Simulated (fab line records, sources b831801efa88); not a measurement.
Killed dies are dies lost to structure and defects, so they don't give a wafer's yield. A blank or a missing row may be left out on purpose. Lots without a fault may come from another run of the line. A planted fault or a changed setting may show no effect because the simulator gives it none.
Which tool did it? | flow gf180mcu | 11 lots, 33 wafers sampled, at 3 steps of a route of 602

WHAT THE GAUGES READ, wafer by wafer
GF_V3_RS_MEAS_24: measures by four-point-probe.
lot  | measured     | on            | V3_W_RS (ohm/sq)
L787 | day 23 04:06 | film_metro-04 | 0.328 0.320 0.328
L790 | day 24 02:00 | film_metro-01 | 0.322 0.325 0.315
L792 | day 25 02:20 | film_metro-01 | 0.325 0.324 0.314
L793 | day 25 04:50 | film_metro-03 | 0.318 0.320 0.315
L794 | day 25 13:54 | film_metro-04 | 0.316 0.335 0.319
L795 | day 26 03:49 | film_metro-03 | 0.337 0.334 0.326
L800 | day 27 12:15 | film_metro-01 | 0.325 0.335 0.323
L802 | day 28 18:53 | film_metro-03 | 0.331 0.433 0.328
L804 | day 29 02:50 | film_metro-03 | 0.338 0.330 0.319
L806 | day 29 09:59 | film_metro-04 | 0.323 0.337 0.322
L808 | day 29 19:32 | film_metro-04 | 0.337 0.326 0.322

WHICH TOOL RAN EACH LOT (tool, then ch and the chambers of the sampled wafers, then the start)
lot  | GF_M3_METAL_ETCH_16               | GF_V3_CVD_23
L787 | rie_metal-03 ch 0,1, day 22 02:59 | cvd_w-01 ch 0,1, day 23 03:59
L790 | rie_metal-03 ch 1, day 23 01:32   | cvd_w-01 ch 0,1, day 24 01:52
L792 | rie_metal-02 ch 0,1, day 24 02:47 | cvd_w-01 ch 0,1, day 25 02:14
L793 | rie_metal-02 ch 1, day 24 04:31   | cvd_w-01 ch 1, day 25 04:41
L794 | rie_metal-01 ch 0,1, day 24 13:22 | cvd_w-01 ch 0,1, day 25 13:46
L795 | rie_metal-01 ch 0,1, day 25 04:17 | cvd_w-02 ch 0,1, day 26 03:42
L800 | rie_metal-01 ch 1, day 26 13:31   | cvd_w-02 ch 0,1, day 27 12:06
L802 | rie_metal-02 ch 0,1, day 27 20:55 | cvd_w-02 ch 0,1, day 28 18:46
L804 | rie_metal-03 ch 0,1, day 28 05:10 | cvd_w-01 ch 0,1, day 29 02:43
L806 | rie_metal-03 ch 0,1, day 28 13:26 | cvd_w-01 ch 0,1, day 29 09:52
L808 | rie_metal-02 ch 1, day 28 22:38   | cvd_w-01 ch 0,1, day 29 19:24
- GF_M3_METAL_ETCH_16: etches the open film in Cl2/BCl3, stops on SiO2, target depth 750.8 nm, time 125.1 s.
- GF_V3_CVD_23: deposits W, target thk 350 nm, time 104.9 s.

THE ANSWER, worked out from the rows above alone
Rule: what is usual is taken from the lots themselves. Put in order of their means at a reading, lots are off if they are a third of the lots or fewer, leave a main group of 4 or more, and stand apart from it by a gap of 3 or more times the standard deviation of the main group's means; of several such gaps the widest counts. A main group whose means are all the same, to the digits that the tables above print for the reading, isn't used. A lot without any number at a reading at which 4 lots or more have one is off too. The other lots that the step has rows for count as sound.
Off: L802, at GF_V3_RS_MEAS_24 (V3_W_RS). The main group: mean 0.325 ohm/sq, standard deviation 0.0043.
A tool fits if, at a process step before that reading, it ran every lot that is off, and no sound lot after the first of them. The gauges at GF_V3_RS_MEAS_24 are tried like those tools. One fits: cvd_w-02 at GF_V3_CVD_23. Its last sound lot is L800 (day 27 12:06), its first lot that is off L802 (day 28 18:46): a fault that began between those two fits.

WHAT THE SIMULATOR HAD PUT IN
Site profile drift: cvd_w-02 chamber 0, from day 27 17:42 on, at GF_V3_CVD_23. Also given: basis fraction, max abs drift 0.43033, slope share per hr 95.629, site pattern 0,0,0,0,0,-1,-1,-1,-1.
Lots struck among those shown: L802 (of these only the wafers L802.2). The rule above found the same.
